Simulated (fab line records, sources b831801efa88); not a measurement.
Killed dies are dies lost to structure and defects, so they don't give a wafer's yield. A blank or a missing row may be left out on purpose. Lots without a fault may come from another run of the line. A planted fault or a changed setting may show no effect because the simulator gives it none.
Which tool did it? | flow sky130 | 12 lots, 36 wafers sampled, at 4 steps of a route of 708

WHAT THE GAUGES READ, wafer by wafer
SKY_SPACER_THK_MEAS_01.
lot  | measured     | on            | SPACER_CVD_00_THK (nm)
L076 | day 24 04:22 | film_metro-01 | 42.9 43.1 43.5
L077 | day 24 19:17 | film_metro-04 | 42.6 42.8 42.8
L079 | day 25 07:34 | film_metro-04 | 42.5 42.8 42.5
L081 | day 25 18:59 | film_metro-03 | 43.6 43.6 43.6
L083 | day 26 12:25 | film_metro-04 | 43.9 43.7 43.8
L085 | day 27 07:41 | film_metro-04 | 42.5 42.5 42.6
L087 | day 28 02:07 | film_metro-01 | 43.3 43.0 43.0
L089 | day 28 14:11 | film_metro-01 | 43.0 42.9 43.3
L091 | day 28 22:12 | film_metro-03 | 43.1 43.0 43.2
L093 | day 29 17:26 | film_metro-01 | 42.5 42.7 42.6
L095 | day 30 08:28 | film_metro-03 | 42.8 42.9 42.5
L097 | day 31 01:35 | film_metro-04 | 43.1 43.0 43.0

WHICH TOOL RAN EACH LOT (tool, then ch and the chambers of the sampled wafers, then the start)
lot  | SKY_DNWELL_STRIP_08                 | SKY_SONOS_ONO_STRIP_17               | SKY_LDD_HVN_STRIP_09
L076 | plasma_asher-04 ch 0,1, day 3 20:57 | plasma_asher-02 ch 0,1, day 13 14:43 | plasma_asher-03 ch 0,1, day 21 13:09
L077 | plasma_asher-02 ch 0, day 4 05:03   | plasma_asher-01 ch 0,1, day 14 06:29 | plasma_asher-04 ch 0, day 22 05:16
L079 | plasma_asher-02 ch 0,1, day 4 14:56 | plasma_asher-02 ch 0,1, day 14 20:53 | plasma_asher-04 ch 0,1, day 22 17:30
L081 | plasma_asher-01 ch 0,1, day 4 18:47 | plasma_asher-04 ch 0,1, day 15 03:53 | plasma_asher-01 ch 0,1, day 23 04:41
L083 | plasma_asher-04 ch 1, day 5 05:06   | plasma_asher-04 ch 0,1, day 15 19:14 | plasma_asher-03 ch 0, day 23 22:02
L085 | plasma_asher-04 ch 0,1, day 5 17:05 | plasma_asher-04 ch 0, day 16 17:07   | plasma_asher-01 ch 0, day 24 18:18
L087 | plasma_asher-02 ch 0,1, day 6 07:08 | plasma_asher-01 ch 1, day 17 12:21   | plasma_asher-04 ch 0,1, day 25 13:14
L089 | plasma_asher-02 ch 0,1, day 6 14:06 | plasma_asher-04 ch 0,1, day 18 00:01 | plasma_asher-03 ch 0,1, day 26 01:06
L091 | plasma_asher-01 ch 0,1, day 6 22:42 | plasma_asher-02 ch 0,1, day 18 09:56 | plasma_asher-04 ch 0,1, day 26 11:03
L093 | plasma_asher-02 ch 0,1, day 7 11:22 | plasma_asher-04 ch 0,1, day 19 07:05 | plasma_asher-03 ch 0,1, day 27 06:07
L095 | plasma_asher-02 ch 0,1, day 7 20:03 | plasma_asher-01 ch 0,1, day 19 23:53 | plasma_asher-03 ch 0,1, day 27 20:23
L097 | plasma_asher-01 ch 0,1, day 8 14:21 | plasma_asher-01 ch 0,1, day 20 18:35 | plasma_asher-04 ch 0,1, day 28 15:17
- SKY_DNWELL_STRIP_08: strips in O2/N2.
- SKY_SONOS_ONO_STRIP_17: strips in O2/N2.
- SKY_LDD_HVN_STRIP_09: strips in O2/N2.

THE ANSWER, worked out from the rows above alone
Rule: what is usual is taken from the lots themselves. Put in order of their means at a reading, lots are off if they are a third of the lots or fewer, leave a main group of 4 or more, and stand apart from it by a gap of 3 or more times the standard deviation of the main group's means; of several such gaps the widest counts. A main group whose means are all the same, to the digits that the tables above print for the reading, isn't used. A lot without any number at a reading at which 4 lots or more have one is off too. The other lots that the step has rows for count as sound.
No lot is off at any reading shown: from this, nothing can be told.

WHAT THE SIMULATOR HAD PUT IN
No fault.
